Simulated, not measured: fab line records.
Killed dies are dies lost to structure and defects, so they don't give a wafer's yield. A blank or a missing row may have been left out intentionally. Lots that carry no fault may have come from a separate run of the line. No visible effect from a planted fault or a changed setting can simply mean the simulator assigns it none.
Problem report in the 8D (eight disciplines) form, filled by code || flow sky130 || the parts of the form that need people (team, actions taken, sign-off) are left out

## 1. PROBLEM STATEMENT
Wafers without a fault read 74.2 s, standard deviation 0.51; run length s at SKY_VIA3_ETCH_14 reads a mean of 81.6 s on 3 wafers belonging to 2 lots. Relative to the usual mean, that is a shift of +15 standard deviations.
The step: etches BARC in N2/H2, stops on SiO2, time 45.9 s, target depth 60 nm.
Earliest sighting: wafer L354.4 on rie diel-04 at day 45 05:31. At this step, 35 wafers from 12 lots have a number in the record. The rule behind "out" and "out of limits": a value lying over 4 standard deviations away from the usual mean. The rest of the wafers with a number are treated as sound.

## 2. WHAT THIS IS AND IS NOT
{"question": "which readings at this step", "is": "run length s, oes product au", "is not": "drypump motor current A, h2 flow sccm, throttle valve pct"}
{"question": "which lots", "is": "L354, L355", "is not": "L334, L337, L338, L339, L340, L344, L345, L347, L348, L357"}
{"question": "which wafers of those lots", "is": "L354.4, L354.5, L355.5", "is not": "L355.1, L355.3"}
{"question": "read on which tools", "is": "rie diel-04", "is not": "rie diel-01, rie diel-03"}
{"question": "when", "is": "from day 45 05:31", "is not": "up to then (27 sound wafers); but 5 sound wafers of L355, L357 came after"}

## 3. SUSPECTS, AND WHAT RULES EACH OUT
Counting: a tool at a process step up to the reading stays a suspect if it ran every lot that is out. Sound lots after the first of them don't rule it out here, since some wafers of a struck lot are sound.
- rie diel-04 at SKY_VIA3_ETCH_14 (etches BARC in N2/H2, stops on SiO2, time 45.9 s, target depth 60 nm): kept. Every lot that is out went through it, the first being L354 (day 45 05:31); the last sound lot it ran before that was L348 (day 44 04:58). Its own readings are out on those wafers: oes product au, run length s.
The count leaves rie diel-04 at SKY_VIA3_ETCH_14.

## 4. THE CAUSE (what the simulator had put in)
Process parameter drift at SKY_VIA3_ETCH_14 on rie diel-04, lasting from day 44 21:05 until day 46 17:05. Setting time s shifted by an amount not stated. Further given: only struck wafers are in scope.
After counting, this tool was the only one left.

## 5. SEQUENCE OF EFFECTS, ordered by route
Rows list readings where the struck wafers' mean (over those with a number) sits beyond 3 standard deviations from the usual. Only readings whose record carries a usual standard deviation are examined. hours: median over the lots of the time between each lot's start at the first step of this table that gives one and its start at this step. sigmas: the change, counted in usual standard deviations.
{"hours": 0, "step": "SKY_VIA3_ETCH_14", "reading": "oes product au", "usual": "0.854 a.u.", "on struck wafers": 0.784, "change": -0.070, "sigmas": -13}
{"hours": 0, "step": "SKY_VIA3_ETCH_14", "reading": "run length s", "usual": "74.2 s", "on struck wafers": 81.6, "change": "+7.4", "sigmas": "+15"}
Here are the process steps it includes:
- SKY_VIA3_ETCH_14: etches BARC in N2/H2, stops on SiO2, time 45.9 s, target depth 60 nm.

## 6. WHAT WOULD HAVE CAUGHT IT SOONER
In this record no reading fell out of limits until day 45 05:31, 8 hours after the fault had begun at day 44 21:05.
